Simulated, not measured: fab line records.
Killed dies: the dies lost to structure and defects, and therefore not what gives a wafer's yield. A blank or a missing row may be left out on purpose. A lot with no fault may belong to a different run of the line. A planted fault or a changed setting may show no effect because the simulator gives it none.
Which tool was responsible? :: flow sfq_line :: 40 wafers from 14 lots sampled at 3 of the route's 325 steps

== WHAT THE GAUGES SHOWED, per wafer ==
SFQ_I2_BOW_MEAS_917. Usual: I2_BOW 1 um, standard deviation 9.2.
lot: L712
measured: day 31 08:48
on: film_metro-01
I2_BOW (um): -13 -4 -8
flag: 

lot: L715
measured: day 32 16:43
on: film_metro-01
I2_BOW (um): -9 -4 -13
flag: 

lot: L716
measured: day 33 10:26
on: film_metro-03
I2_BOW (um): -28 -15 -14
flag: 

lot: L718
measured: day 34 08:28
on: film_metro-04
I2_BOW (um): 3 2 8
flag: 

lot: L719
measured: day 34 23:28
on: film_metro-03
I2_BOW (um): 0 -4 0
flag: 

lot: L720
measured: day 35 02:30
on: film_metro-03
I2_BOW (um): -6
flag: 

lot: L723
measured: day 35 14:26
on: film_metro-04
I2_BOW (um): 1 7 -9
flag: 

lot: L725
measured: day 36 00:16
on: film_metro-03
I2_BOW (um): -1 -11 14
flag: 

lot: L726
measured: day 36 07:05
on: film_metro-01
I2_BOW (um): -20 -12 -14
flag: 

lot: L728
measured: day 37 04:44
on: film_metro-03
I2_BOW (um): -11 11 -4
flag: 

lot: L730
measured: day 38 04:46
on: film_metro-04
I2_BOW (um): 2 0 15
flag: 

lot: L731
measured: day 38 11:13
on: film_metro-04
I2_BOW (um): 1 4 9
flag: 

lot: L732
measured: day 38 23:38
on: film_metro-03
I2_BOW (um): 2 -5 -1
flag: 

lot: L733
measured: day 39 02:04
on: film_metro-04
I2_BOW (um): 9 12 11
flag: 

SFQ_I4_BOW_MEAS_927. Usual: I4_BOW 2 um, standard deviation 9.
lot: L712
measured: day 49 20:18
on: film_metro-03
I4_BOW (um): -8 0 -3
flag: 

lot: L715
measured: day 50 20:19
on: film_metro-01
I4_BOW (um): -5 0 -7
flag: 

lot: L716
measured: day 51 17:53
on: film_metro-01
I4_BOW (um): -26 -13 -13
flag: 

lot: L718
measured: day 51 22:43
on: film_metro-03
I4_BOW (um): 6 6 12 - - -
flag: 

lot: L719
measured: day 53 12:11
on: film_metro-01
I4_BOW (um): -3 -7 -2 - - -
flag: 

lot: L720
measured: day 53 15:13
on: film_metro-01
I4_BOW (um): -9
flag: 

lot: L723
measured: day 53 23:24
on: film_metro-01
I4_BOW (um): 3 8 -8
flag: 

lot: L725
measured: day 54 05:26
on: film_metro-04
I4_BOW (um): -1 -10 15
flag: 

lot: L726
measured: day 54 12:11
on: film_metro-03
I4_BOW (um): -19 -10 -12
flag: 

lot: L728
measured: day 54 23:20
on: film_metro-01
I4_BOW (um): -7 13 -1
flag: 

lot: L730
measured: day 55 11:50
on: film_metro-01
I4_BOW (um): 1 -1 14
flag: 

lot: L731
measured: day 55 22:13
on: film_metro-03
I4_BOW (um): 4 6 12
flag: 

lot: L732
measured: day 61 13:34
on: film_metro-03
I4_BOW (um): 4 -3 0
flag: 

lot: L733
measured: day 61 16:33
on: film_metro-04
I4_BOW (um): 2 4 3
flag: 

== WHICH TOOL RAN EACH LOT (tool, then ch and the chambers of the sampled wafers, then the start) ==
lot: L712
SFQ_TRILAYER_I4_CMP_CMP_100: cmp-02 ch 1,2,3, day 49 18:18

lot: L715
SFQ_TRILAYER_I4_CMP_CMP_100: cmp-02 ch 0,1,3, day 50 18:18

lot: L716
SFQ_TRILAYER_I4_CMP_CMP_100: cmp-01 ch 2,3, day 51 15:23

lot: L718
SFQ_TRILAYER_I4_CMP_CMP_100: cmp-02 ch 1,2,3, day 51 20:11

lot: L719
SFQ_TRILAYER_I4_CMP_CMP_100: cmp-02 ch 1,2, day 53 09:10

lot: L720
SFQ_TRILAYER_I4_CMP_CMP_100: cmp-02 ch 0, day 53 13:40

lot: L723
SFQ_TRILAYER_I4_CMP_CMP_100: cmp-01 ch 1,3, day 53 20:24

lot: L725
SFQ_TRILAYER_I4_CMP_CMP_100: cmp-01 ch 0,1,2, day 54 03:24

lot: L726
SFQ_TRILAYER_I4_CMP_CMP_100: cmp-01 ch 1,2,3, day 54 10:41

lot: L728
SFQ_TRILAYER_I4_CMP_CMP_100: cmp-01 ch 0,1,2, day 54 20:20

lot: L730
SFQ_TRILAYER_I4_CMP_CMP_100: cmp-01 ch 0,3, day 55 09:19

lot: L731
SFQ_TRILAYER_I4_CMP_CMP_100: cmp-02 ch 0,1,3, day 55 19:13

lot: L732
SFQ_TRILAYER_I4_CMP_CMP_100: cmp-02 ch 0,1,2, day 61 10:33

lot: L733
SFQ_TRILAYER_I4_CMP_CMP_100: cmp-02 ch 0,3, day 61 13:33
- SFQ_TRILAYER_I4_CMP_CMP_100: polishes SiO2.

== AS READ BY THE TOOLS THEMSELVES (means over the sampled wafers that have a number; for cases with no such wafer, the mark the record gives instead) ==
SFQ_TRILAYER_I4_CMP_CMP_100. Usual: motor_current_A 10.0 A, standard deviation 1.5; time_to_endpoint_s 220 s, standard deviation 7.3.
lot: L712
tool: cmp-02
motor_current_A (A): 9.6
time_to_endpoint_s (s): 215
flag: 

lot: L715
tool: cmp-02
motor_current_A (A): 10.4
time_to_endpoint_s (s): 223
flag: 

lot: L716
tool: cmp-01
motor_current_A (A): 11.0
time_to_endpoint_s (s): 218
flag: 

lot: L718
tool: cmp-02
motor_current_A (A): 9.9
time_to_endpoint_s (s): 219
flag: 

lot: L719
tool: cmp-02
motor_current_A (A): 10.0
time_to_endpoint_s (s): 214
flag: 

lot: L720
tool: cmp-02
motor_current_A (A): 9.9
time_to_endpoint_s (s): 217
flag: 

lot: L723
tool: cmp-01
motor_current_A (A): 11.0
time_to_endpoint_s (s): 232
flag: 

lot: L725
tool: cmp-01
motor_current_A (A): 9.0
time_to_endpoint_s (s): 222
flag: 

lot: L726
tool: cmp-01
motor_current_A (A): 10.1
time_to_endpoint_s (s): 225
flag: 

lot: L728
tool: cmp-01
motor_current_A (A): 9.0
time_to_endpoint_s (s): 217
flag: 

lot: L730
tool: cmp-01
motor_current_A (A): 11.0
time_to_endpoint_s (s): 220
flag: 

lot: L731
tool: cmp-02
motor_current_A (A): 10.5
time_to_endpoint_s (s): 218
flag: 

lot: L732
tool: cmp-02
motor_current_A (A): 10.2
time_to_endpoint_s (s): 229
flag: 

lot: L733
tool: cmp-02
motor_current_A (A): 9.7
time_to_endpoint_s (s): 226
flag: 

== THE ANSWER, worked out from the rows above alone ==
Rule: take the mean of a lot's wafers that have a number; if it is more than 3 standard deviations from the usual mean, the lot is off. Also off: a lot with no number at a reading for which 4 or more lots have one. Any other lot the step has rows for is counted as sound. First the gauges in route order, then the tools' own readings, where a lot's mean is used as printed above. The first step at which some lot is off is used, and at that step the reading that is off furthest; a lot without a number counts as furthest.
No lot is off on any of the readings shown, so nothing can be concluded from this.

== WHAT THE SIMULATOR HAD PUT IN ==
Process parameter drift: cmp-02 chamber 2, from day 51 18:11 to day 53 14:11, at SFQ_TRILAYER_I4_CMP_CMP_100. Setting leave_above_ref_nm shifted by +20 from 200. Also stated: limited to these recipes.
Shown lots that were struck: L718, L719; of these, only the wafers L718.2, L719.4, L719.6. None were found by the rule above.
